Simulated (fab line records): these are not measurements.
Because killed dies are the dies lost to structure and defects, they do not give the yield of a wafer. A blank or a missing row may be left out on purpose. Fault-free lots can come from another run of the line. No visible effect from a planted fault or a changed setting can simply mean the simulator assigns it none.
The tool behind it: which one? / flow sky130 / 13 lots with 39 wafers sampled at 6 steps, on a route of 708 steps

== WHAT THE GAUGES READ, wafer by wafer ==
SKY_GATE_OXIDE_OVL_MEAS_10.
lot=L286; measured=day 13 18:28; on=overlay-01; GATE_OXIDE_OVL (nm)=3.1 4.0 4.1
lot=L289; measured=day 14 18:44; on=overlay-02; GATE_OXIDE_OVL (nm)=1.2 1.5 0.8
lot=L290; measured=day 15 04:20; on=overlay-02; GATE_OXIDE_OVL (nm)=-1.8 0.9 0.5
lot=L291; measured=day 15 10:53; on=overlay-02; GATE_OXIDE_OVL (nm)=0.0 1.8 0.7
lot=L292; measured=day 15 17:07; on=overlay-02; GATE_OXIDE_OVL (nm)=-0.2 -1.0 -1.8
lot=L302; measured=day 20 03:58; on=overlay-02; GATE_OXIDE_OVL (nm)=2.3 1.0 0.4
lot=L304; measured=day 20 12:59; on=overlay-01; GATE_OXIDE_OVL (nm)=1.8 2.6 1.7
lot=L303; measured=day 20 17:40; on=overlay-01; GATE_OXIDE_OVL (nm)=0.2 1.0 1.5
lot=L305; measured=day 20 20:55; on=overlay-02; GATE_OXIDE_OVL (nm)=2.0 1.6 2.3
lot=L306; measured=day 21 07:01; on=overlay-02; GATE_OXIDE_OVL (nm)=2.1 1.5 2.3
lot=L308; measured=day 21 15:43; on=overlay-02; GATE_OXIDE_OVL (nm)=1.3 1.9 0.8
lot=L307; measured=day 21 16:50; on=overlay-02; GATE_OXIDE_OVL (nm)=1.0 1.0 1.0
lot=L309; measured=day 21 22:43; on=overlay-02; GATE_OXIDE_OVL (nm)=-0.5 1.6 -0.1

SKY_RES_PROTECT_TW_MEAS_08.
lot=L286; measured=day 15 01:28; on=film metro-02; POLY_GATE_TW=4000 4011 4008
lot=L289; measured=day 16 02:25; on=film metro-02; POLY_GATE_TW=4023 4043 4033
lot=L290; measured=day 16 14:47; on=film metro-02; POLY_GATE_TW=4029 4006 4008
lot=L291; measured=day 16 17:56; on=film metro-04; POLY_GATE_TW=4040 4052 4056
lot=L292; measured=day 17 00:23; on=film metro-03; POLY_GATE_TW=3986 4014 4002
lot=L302; measured=day 21 14:08; on=film metro-03; POLY_GATE_TW=3982 3971 3962
lot=L304; measured=day 21 22:55; on=film metro-03; POLY_GATE_TW=3973 3959 3951
lot=L303; measured=day 22 04:13; on=film metro-02; POLY_GATE_TW=4031 4008 3997
lot=L305; measured=day 22 06:16; on=film metro-03; POLY_GATE_TW=3992 3984 3969
lot=L306; measured=day 22 16:49; on=film metro-04; POLY_GATE_TW=4042 4032 4053
lot=L308; measured=day 23 01:59; on=film metro-03; POLY_GATE_TW=3961 3955 3961
lot=L307; measured=day 23 03:30; on=film metro-04; POLY_GATE_TW=4042 4057 4061
lot=L309; measured=day 23 09:13; on=film metro-03; POLY_GATE_TW=3988 3972 3979

SKY_POLY_GATE_THK_MEAS_21.
lot=L286; measured=day 16 11:50; on=film metro-03; POLY_GATE_OXIDATION_THK (nm)=4.01 4.09 4.05
lot=L289; measured=day 17 12:45; on=film metro-01; POLY_GATE_OXIDATION_THK (nm)=4.18 4.11 4.15
lot=L290; measured=day 18 02:35; on=film metro-03; POLY_GATE_OXIDATION_THK (nm)=4.10 4.16 4.14
lot=L291; measured=day 18 06:32; on=film metro-02; POLY_GATE_OXIDATION_THK (nm)=4.17 4.14 4.13
lot=L292; measured=day 18 10:46; on=film metro-01; POLY_GATE_OXIDATION_THK (nm)=4.07 4.05 4.11
lot=L302; measured=day 23 00:29; on=film metro-01; POLY_GATE_OXIDATION_THK (nm)=4.13 4.04 4.08
lot=L304; measured=day 23 09:59; on=film metro-03; POLY_GATE_OXIDATION_THK (nm)=4.14 4.08 4.06
lot=L303; measured=day 23 14:40; on=film metro-03; POLY_GATE_OXIDATION_THK (nm)=3.91 3.89 3.95
lot=L305; measured=day 23 16:23; on=film metro-02; POLY_GATE_OXIDATION_THK (nm)=3.93 3.99 4.01
lot=L306; measured=day 24 02:29; on=film metro-03; POLY_GATE_OXIDATION_THK (nm)=3.98 3.96 3.93
lot=L308; measured=day 24 11:41; on=film metro-03; POLY_GATE_OXIDATION_THK (nm)=3.99 3.98 3.94
lot=L307; measured=day 24 12:58; on=film metro-02; POLY_GATE_OXIDATION_THK (nm)=4.06 4.21 4.11
lot=L309; measured=day 24 18:25; on=film metro-02; POLY_GATE_OXIDATION_THK (nm)=4.00 4.02 3.93

SKY_LDD_P_CD_MEAS_07: the cd target is 380 nm.
lot=L286; measured=day 18 23:55; on=cd sem-01; cd nm (nm)=376.5 378.0 377.0
lot=L289; measured=day 20 01:48; on=cd sem-02; cd nm (nm)=381.9 383.0 384.8
lot=L290; measured=day 20 17:25; on=cd sem-01; cd nm (nm)=382.6 381.1 382.5
lot=L291; measured=day 20 20:39; on=cd sem-01; cd nm (nm)=380.3 382.5 382.1
lot=L292; measured=day 21 01:44; on=cd sem-02; cd nm (nm)=- - -
lot=L302; measured=day 25 12:47; on=cd sem-02; cd nm (nm)=379.5 378.4 379.2
lot=L304; measured=day 25 22:26; on=cd sem-02; cd nm (nm)=379.6 381.1 379.8
lot=L303; measured=day 26 02:37; on=cd sem-01; cd nm (nm)=378.7 377.2 375.1
lot=L305; measured=day 26 04:05; on=cd sem-01; cd nm (nm)=378.5 377.8 378.3
lot=L306; measured=day 26 14:28; on=cd sem-01; cd nm (nm)=381.4 380.4 383.4
lot=L308; measured=day 26 23:15; on=cd sem-02; cd nm (nm)=378.5 382.4 380.1
lot=L307; measured=day 27 00:34; on=cd sem-01; cd nm (nm)=377.9 378.3 380.4
lot=L309; measured=day 27 06:37; on=cd sem-02; cd nm (nm)=380.1 382.1 381.4

SKY_LDD_P_TW_MEAS_11.
lot=L286; measured=day 19 00:20; on=film metro-02; LDD_P_TW=632 633 632
lot=L289; measured=day 20 02:11; on=film metro-02; LDD_P_TW=639 635 639
lot=L290; measured=day 20 17:48; on=film metro-04; LDD_P_TW=637 636 639
lot=L291; measured=day 20 21:02; on=film metro-02; LDD_P_TW=638 640 638
lot=L292; measured=day 21 02:08; on=film metro-01; LDD_P_TW=30 30 30
lot=L302; measured=day 25 13:11; on=film metro-02; LDD_P_TW=636 635 633
lot=L304; measured=day 25 22:50; on=film metro-02; LDD_P_TW=637 637 636
lot=L303; measured=day 26 03:02; on=film metro-02; LDD_P_TW=633 634 633
lot=L305; measured=day 26 04:29; on=film metro-02; LDD_P_TW=632 634 635
lot=L306; measured=day 26 14:51; on=film metro-01; LDD_P_TW=634 638 637
lot=L308; measured=day 26 23:38; on=film metro-01; LDD_P_TW=640 638 639
lot=L307; measured=day 27 00:57; on=film metro-02; LDD_P_TW=632 635 635
lot=L309; measured=day 27 07:02; on=film metro-04; LDD_P_TW=643 639 644

== TOOL THAT RAN EACH LOT (tool first, then ch and the chambers of the sampled wafers, then the start) ==
lot=L286; SKY_LDD_P_EXPOSE_04=iline stepper-02 ch 0, day 18 08:55
lot=L289; SKY_LDD_P_EXPOSE_04=iline stepper-02 ch 0, day 19 10:18
lot=L290; SKY_LDD_P_EXPOSE_04=iline stepper-01 ch 0, day 20 02:01
lot=L291; SKY_LDD_P_EXPOSE_04=iline stepper-01 ch 0, day 20 06:12
lot=L292; SKY_LDD_P_EXPOSE_04=iline stepper-02 ch 0, day 20 10:10
lot=L302; SKY_LDD_P_EXPOSE_04=iline stepper-02 ch 0, day 24 22:38
lot=L304; SKY_LDD_P_EXPOSE_04=iline stepper-01 ch 0, day 25 07:37
lot=L303; SKY_LDD_P_EXPOSE_04=iline stepper-02 ch 0, day 25 12:10
lot=L305; SKY_LDD_P_EXPOSE_04=iline stepper-01 ch 0, day 25 14:08
lot=L306; SKY_LDD_P_EXPOSE_04=iline stepper-02 ch 0, day 26 00:26
lot=L308; SKY_LDD_P_EXPOSE_04=iline stepper-02 ch 0, day 26 08:55
lot=L307; SKY_LDD_P_EXPOSE_04=iline stepper-02 ch 0, day 26 10:20
lot=L309; SKY_LDD_P_EXPOSE_04=iline stepper-02 ch 0, day 26 16:02
- SKY_LDD_P_EXPOSE_04: exposes mask PSDM, target cd 380 nm.

== WHAT THE TOOLS THEMSELVES READ (means of the sampled wafers that have a number; where no wafer has one, the mark that the record gives instead) ==
SKY_LDD_P_EXPOSE_04.
lot=L286; tool=iline stepper-02; focus offset nm (nm)=-0.3
lot=L289; tool=iline stepper-02; focus offset nm (nm)=-0.0
lot=L290; tool=iline stepper-01; focus offset nm (nm)=-0.7
lot=L291; tool=iline stepper-01; focus offset nm (nm)=-0.3
lot=L292; tool=iline stepper-02; focus offset nm (nm)=0.7
lot=L302; tool=iline stepper-02; focus offset nm (nm)=0.7
lot=L304; tool=iline stepper-01; focus offset nm (nm)=-0.4
lot=L303; tool=iline stepper-02; focus offset nm (nm)=0.2
lot=L305; tool=iline stepper-01; focus offset nm (nm)=0.3
lot=L306; tool=iline stepper-02; focus offset nm (nm)=-0.4
lot=L308; tool=iline stepper-02; focus offset nm (nm)=-0.8
lot=L307; tool=iline stepper-02; focus offset nm (nm)=0.7
lot=L309; tool=iline stepper-02; focus offset nm (nm)=-0.1

== THE ANSWER, worked out from the rows above alone ==
Rule: the lots themselves supply what counts as usual. The widest of any qualifying gaps counts: lots, ordered by their means at a reading, are off when they make up no more than a third of the lots, leave a main group of 4 or more, and stand apart from it by 3 or more times the standard deviation of that group's means. If all means in a main group match to the digits the tables above print for the reading, that group is not used. A lot without any number at a reading at which 4 lots or more have one is off too. All remaining lots with rows at the step are treated as sound. First the gauges in route order, then the tools' own readings, where a lot's mean is used as printed above. At the first step where some lot is off, the reading lying furthest off is the one used; lots without a number count as furthest.
Off at SKY_LDD_P_CD_MEAS_07 (cd nm): L292. Without a number there: L292. The main group has a mean of 380.1 nm with a standard deviation of 1.9.
If a tool, at a process step before that reading, ran all the lots that are off and no sound lot after the first of them, it fits. The gauges at SKY_LDD_P_CD_MEAS_07 aren't tried: what is off there is off at SKY_LDD_P_TW_MEAS_11 too, on other tools, and a gauge's error can't cause that. Of those tried, none fits.

== WHAT HAD BEEN PUT IN BY THE SIMULATOR ==
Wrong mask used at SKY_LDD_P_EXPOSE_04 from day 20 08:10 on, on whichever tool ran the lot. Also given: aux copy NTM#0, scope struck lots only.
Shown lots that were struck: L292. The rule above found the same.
